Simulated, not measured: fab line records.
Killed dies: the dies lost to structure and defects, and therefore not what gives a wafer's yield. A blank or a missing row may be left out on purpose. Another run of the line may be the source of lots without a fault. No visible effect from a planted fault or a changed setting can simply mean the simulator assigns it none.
What tool caused it? / flow gf180mcu / 13 lots with 39 wafers sampled at 5 steps, on a route of 602 steps

WHAT THE GAUGES SHOWED, per wafer
GF_V3_CD_MEAS_14 targets a cd of 260 nm. Usual: cd nm reads 259.7 nm (standard deviation 1.3).
lot=L551; measured=day 23 03:37; on=cd sem-02; cd nm (nm)=261.5 261.8 260.6; flag=
lot=L553; measured=day 23 19:16; on=cd sem-01; cd nm (nm)=261.4 260.6 261.8; flag=
lot=L554; measured=day 24 07:31; on=cd sem-01; cd nm (nm)=259.2 259.1 260.2; flag=
lot=L556; measured=day 24 20:43; on=cd sem-01; cd nm (nm)=260.4 259.9 259.9; flag=
lot=L557; measured=day 25 08:10; on=cd sem-02; cd nm (nm)=260.8 260.1 262.0; flag=
lot=L558; measured=day 25 16:38; on=cd sem-02; cd nm (nm)=259.8 260.8 260.5; flag=
lot=L563; measured=day 27 04:22; on=cd sem-01; cd nm (nm)=258.7 257.1 257.6; flag=
lot=L564; measured=day 27 16:45; on=cd sem-02; cd nm (nm)=260.6 259.0 259.8; flag=
lot=L567; measured=day 28 11:02; on=cd sem-01; cd nm (nm)=261.5 261.7 260.7; flag=
lot=L568; measured=day 28 16:14; on=cd sem-01; cd nm (nm)=259.4 259.3 258.2; flag=
lot=L569; measured=day 28 19:13; on=cd sem-02; cd nm (nm)=258.0 258.3 258.3; flag=
lot=L571; measured=day 29 10:24; on=cd sem-01; cd nm (nm)=259.7 259.7 259.4; flag=
lot=L572; measured=day 29 18:20; on=cd sem-02; cd nm (nm)=260.3 259.4 258.7; flag=

GF_V4_THK_MEAS_03. Usual: V4_CVD_02_THK gives 845 nm (standard deviation 14).
lot=L551; measured=day 24 04:14; on=film metro-03; V4_CVD_02_THK (nm)=828 834 845; flag=
lot=L553; measured=day 24 19:51; on=film metro-04; V4_CVD_02_THK (nm)=814 836 856; flag=
lot=L554; measured=day 25 07:38; on=film metro-04; V4_CVD_02_THK (nm)=861 849 874; flag=
lot=L556; measured=day 25 20:45; on=film metro-01; V4_CVD_02_THK (nm)=845 846 867; flag=
lot=L557; measured=day 26 07:50; on=film metro-04; V4_CVD_02_THK (nm)=839 843 857; flag=
lot=L558; measured=day 26 16:26; on=film metro-03; V4_CVD_02_THK (nm)=836 848 859; flag=
lot=L563; measured=day 28 03:00; on=film metro-01; V4_CVD_02_THK (nm)=888 894 898; flag=OFF
lot=L564; measured=day 28 15:39; on=film metro-03; V4_CVD_02_THK (nm)=889 896 908; flag=OFF
lot=L567; measured=day 29 08:49; on=film metro-01; V4_CVD_02_THK (nm)=831 844 861; flag=
lot=L568; measured=day 29 13:46; on=film metro-04; V4_CVD_02_THK (nm)=834 843 824; flag=
lot=L569; measured=day 29 16:58; on=film metro-03; V4_CVD_02_THK (nm)=867 844 874; flag=
lot=L571; measured=day 30 08:24; on=film metro-03; V4_CVD_02_THK (nm)=857 833 873; flag=
lot=L572; measured=day 30 15:24; on=film metro-01; V4_CVD_02_THK (nm)=834 843 854; flag=

EACH LOT AND THE TOOL THAT RAN IT (in order: tool; ch and the chambers of the sampled wafers; start)
lot=L551; GF_V3_SPUTTER_22=pvd sputter-03, day 23 04:30; GF_M4_SPUTTER_01=pvd sputter-01, day 23 05:14; GF_V4_CVD_02=pecvd-03 ch 0,1, day 24 04:10
lot=L553; GF_V3_SPUTTER_22=pvd sputter-03, day 23 20:08; GF_M4_SPUTTER_01=pvd sputter-04, day 23 20:52; GF_V4_CVD_02=pecvd-04 ch 0,1,2, day 24 19:46
lot=L554; GF_V3_SPUTTER_22=pvd sputter-03, day 24 08:23; GF_M4_SPUTTER_01=pvd sputter-02, day 24 09:07; GF_V4_CVD_02=pecvd-02 ch 0,2, day 25 07:34
lot=L556; GF_V3_SPUTTER_22=pvd sputter-04, day 24 21:34; GF_M4_SPUTTER_01=pvd sputter-02, day 24 22:17; GF_V4_CVD_02=pecvd-02 ch 1,2, day 25 20:40
lot=L557; GF_V3_SPUTTER_22=pvd sputter-04, day 25 09:00; GF_M4_SPUTTER_01=pvd sputter-01, day 25 09:44; GF_V4_CVD_02=pecvd-03 ch 0,1, day 26 07:45
lot=L558; GF_V3_SPUTTER_22=pvd sputter-01, day 25 17:31; GF_M4_SPUTTER_01=pvd sputter-02, day 25 18:16; GF_V4_CVD_02=pecvd-02 ch 1,2, day 26 16:22
lot=L563; GF_V3_SPUTTER_22=pvd sputter-04, day 27 05:14; GF_M4_SPUTTER_01=pvd sputter-02, day 27 05:58; GF_V4_CVD_02=pecvd-03 ch 1,2, day 28 02:55
lot=L564; GF_V3_SPUTTER_22=pvd sputter-04, day 27 17:35; GF_M4_SPUTTER_01=pvd sputter-02, day 27 18:19; GF_V4_CVD_02=pecvd-03 ch 0,1,2, day 28 15:34
lot=L567; GF_V3_SPUTTER_22=pvd sputter-01, day 28 11:55; GF_M4_SPUTTER_01=pvd sputter-04, day 28 12:38; GF_V4_CVD_02=pecvd-02 ch 0,1,2, day 29 08:45
lot=L568; GF_V3_SPUTTER_22=pvd sputter-01, day 28 17:06; GF_M4_SPUTTER_01=pvd sputter-01, day 28 18:04; GF_V4_CVD_02=pecvd-04 ch 0,1,2, day 29 13:41
lot=L569; GF_V3_SPUTTER_22=pvd sputter-03, day 28 20:07; GF_M4_SPUTTER_01=pvd sputter-04, day 28 20:50; GF_V4_CVD_02=pecvd-04 ch 1,2, day 29 16:55
lot=L571; GF_V3_SPUTTER_22=pvd sputter-03, day 29 11:17; GF_M4_SPUTTER_01=pvd sputter-01, day 29 12:01; GF_V4_CVD_02=pecvd-02 ch 1,2, day 30 08:20
lot=L572; GF_V3_SPUTTER_22=pvd sputter-03, day 29 19:09; GF_M4_SPUTTER_01=pvd sputter-02, day 29 19:53; GF_V4_CVD_02=pecvd-04 ch 0,1,2, day 30 15:20
- GF_V3_SPUTTER_22: material TiN, target thk 10 nm, time 40 s.
- GF_M4_SPUTTER_01: material TiN, target thk 30 nm, time 25 s.
- GF_V4_CVD_02: deposits SiO2 from TEOS, target thk 850 nm, time 94.851 s.

AS READ BY THE TOOLS THEMSELVES (means over the sampled wafers that have a number; for cases with no such wafer, the mark the record gives instead)
GF_V3_SPUTTER_22. Usual: throttle valve pct reads 29.9 % (standard deviation 0.97).
lot=L551; tool=pvd sputter-03; throttle valve pct (%)=30.5; flag=
lot=L553; tool=pvd sputter-03; throttle valve pct (%)=31.1; flag=
lot=L554; tool=pvd sputter-03; throttle valve pct (%)=29.7; flag=
lot=L556; tool=pvd sputter-04; throttle valve pct (%)=29.7; flag=
lot=L557; tool=pvd sputter-04; throttle valve pct (%)=30.0; flag=
lot=L558; tool=pvd sputter-01; throttle valve pct (%)=30.4; flag=
lot=L563; tool=pvd sputter-04; throttle valve pct (%)=28.5; flag=
lot=L564; tool=pvd sputter-04; throttle valve pct (%)=28.9; flag=
lot=L567; tool=pvd sputter-01; throttle valve pct (%)=30.7; flag=
lot=L568; tool=pvd sputter-01; throttle valve pct (%)=30.3; flag=
lot=L569; tool=pvd sputter-03; throttle valve pct (%)=30.9; flag=
lot=L571; tool=pvd sputter-03; throttle valve pct (%)=31.0; flag=
lot=L572; tool=pvd sputter-03; throttle valve pct (%)=29.8; flag=

GF_M4_SPUTTER_01. Usual: throttle valve pct reads 29.4 % (standard deviation 1.3).
lot=L551; tool=pvd sputter-01; throttle valve pct (%)=29.9; flag=
lot=L553; tool=pvd sputter-04; throttle valve pct (%)=29.1; flag=
lot=L554; tool=pvd sputter-02; throttle valve pct (%)=28.8; flag=
lot=L556; tool=pvd sputter-02; throttle valve pct (%)=28.3; flag=
lot=L557; tool=pvd sputter-01; throttle valve pct (%)=29.8; flag=
lot=L558; tool=pvd sputter-02; throttle valve pct (%)=28.4; flag=
lot=L563; tool=pvd sputter-02; throttle valve pct (%)=28.9; flag=
lot=L564; tool=pvd sputter-02; throttle valve pct (%)=28.9; flag=
lot=L567; tool=pvd sputter-04; throttle valve pct (%)=30.1; flag=
lot=L568; tool=pvd sputter-01; throttle valve pct (%)=30.3; flag=
lot=L569; tool=pvd sputter-04; throttle valve pct (%)=29.7; flag=
lot=L571; tool=pvd sputter-01; throttle valve pct (%)=30.4; flag=
lot=L572; tool=pvd sputter-02; throttle valve pct (%)=28.9; flag=

GF_V4_CVD_02. Usual: heater power w 614 W, standard deviation 86; rf fwd power W 596.7 W, standard deviation 2.4.
lot=L551; tool=pecvd-03; heater power w (W)=665; rf fwd power W (W)=596.7; flag=
lot=L553; tool=pecvd-04; heater power w (W)=548; rf fwd power W (W)=597.2; flag=
lot=L554; tool=pecvd-02; heater power w (W)=557; rf fwd power W (W)=596.1; flag=
lot=L556; tool=pecvd-02; heater power w (W)=589; rf fwd power W (W)=599.8; flag=
lot=L557; tool=pecvd-03; heater power w (W)=593; rf fwd power W (W)=597.1; flag=
lot=L558; tool=pecvd-02; heater power w (W)=648; rf fwd power W (W)=599.0; flag=
lot=L563; tool=pecvd-03; heater power w (W)=696; rf fwd power W (W)=693.4; flag=OFF
lot=L564; tool=pecvd-03; heater power w (W)=548; rf fwd power W (W)=692.7; flag=OFF
lot=L567; tool=pecvd-02; heater power w (W)=548; rf fwd power W (W)=597.3; flag=
lot=L568; tool=pecvd-04; heater power w (W)=532; rf fwd power W (W)=596.2; flag=
lot=L569; tool=pecvd-04; heater power w (W)=582; rf fwd power W (W)=593.7; flag=
lot=L571; tool=pecvd-02; heater power w (W)=632; rf fwd power W (W)=595.9; flag=
lot=L572; tool=pecvd-04; heater power w (W)=547; rf fwd power W (W)=596.5; flag=

THE ANSWER, worked out from the rows above alone
Rule: take the mean of a lot's wafers that have a number; if it is more than 3 standard deviations from the usual mean, the lot is off. Also off: a lot with no number at a reading for which 4 or more lots have one. All remaining lots with rows at the step are treated as sound. Order of review: gauges by route order, followed by the tools' own readings, for which a lot's mean as printed above is used. The first step at which some lot is off is used, and at that step the reading that is off furthest; a lot without a number counts as furthest.
Off: L563, L564, at GF_V4_THK_MEAS_03 (V4_CVD_02_THK).
If a tool, at a process step before that reading, ran all the lots that are off and no sound lot after the first of them, it fits. The gauges at GF_V4_THK_MEAS_03 aren't tried: what is off there is off at GF_V4_CVD_02 too, on other tools, and a gauge's error can't cause that. This does not decide it: 2 tools fit, namely pvd sputter-04 at GF_V3_SPUTTER_22 and pecvd-03 at GF_V4_CVD_02.

WHAT THE SIMULATOR HAD INSERTED
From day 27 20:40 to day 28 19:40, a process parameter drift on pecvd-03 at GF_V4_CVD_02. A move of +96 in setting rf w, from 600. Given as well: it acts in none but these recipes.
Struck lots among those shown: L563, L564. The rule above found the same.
